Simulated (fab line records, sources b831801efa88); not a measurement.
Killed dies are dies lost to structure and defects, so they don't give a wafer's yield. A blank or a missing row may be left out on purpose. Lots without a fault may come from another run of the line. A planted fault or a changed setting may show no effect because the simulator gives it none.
A struck lot beside a sound one | flow sky130 | 14 steps out of a route of 708
Sound: wafers L375.1, L375.2, L375.6. Struck: wafers L388.2, L388.3, L388.5. The cause comes at the end.
At each step with rows: each side's tool, then ch and its chambers, then its first start. Under that, the readings that differ: sound wafers | struck wafers | difference of the means | sigmas: that difference in standard deviations of wafers without a fault.
alike: readings whose means differ by less than 2 such deviations, and words and numbers that are the same on both sides. not compared: withheld readings, readings that some wafer has no value for, bounds like >300 that may hide the same value, and numbers for which the record gives no deviation and whose values overlap.
The two part at a step that has a row with sigmas, a row that says differs or no value, or rows on one side only. Numbers that don't overlap but have no deviation are shown without sigmas and don't part them. A reading that every wafer of one side lacks parts them only if that side has two wafers or more.

first, 4 steps without rows for these wafers: SKY_METAL1_STRIP_21 (strips in post etch residue remover, time 1200 s); SKY_METAL1_CLEAN_22 (cleans in IPA, time 180 s); SKY_METAL1_CLEAN_23 (cleans in O3/DIW); SKY_VIA1_HDPCVD_00 (deposits SiO2, target thk 1030 nm, time 171.7 s).
SKY_VIA1_THK_MEAS_01:
  sound on film_metro-04, day 36 05:32; struck on film_metro-01, day 39 18:17
  alike: VIA1_HDPCVD_THK
SKY_VIA1_CMP_02: polishes SiO2.
  sound on cmp-02 ch 1,3, day 36 05:36; struck on cmp-02 ch 0,1,2, day 39 18:38
  alike: motor_current_A
SKY_VIA1_BOW_MEAS_03:
  sound on film_metro-01, day 36 05:54; struck on film_metro-04, day 39 18:51
  alike: VIA1_BOW
then, 5 steps without rows for these wafers: SKY_VIA1_DEHYDRATE_04 (time 60 s); SKY_VIA1_HMDS_05 (prime time 60 s); SKY_VIA1_COAT_06 (resist thk 60 nm); SKY_VIA1_COAT_07 (resist thk 450 nm); SKY_VIA1_SOFTBAKE_08 (time 90 s).
SKY_VIA1_EXPOSE_09: exposes mask VIM, target cd 150 nm.
  sound on krf_scanner-01 ch 0, day 36 19:10; struck on krf_scanner-01, day 40 07:42
  no value came back on the struck wafers for exposure_dose_mJ_cm2, focus_offset_nm (nm); on the sound wafers exposure_dose_mJ_cm2 reads 38.5 38.5 38.6
  alike: mask
then, 1 step without rows for these wafers: SKY_VIA1_PEB_10.

WHERE THEY PART
Only at SKY_VIA1_EXPOSE_09, within this record.

WHY: what the simulator had put in
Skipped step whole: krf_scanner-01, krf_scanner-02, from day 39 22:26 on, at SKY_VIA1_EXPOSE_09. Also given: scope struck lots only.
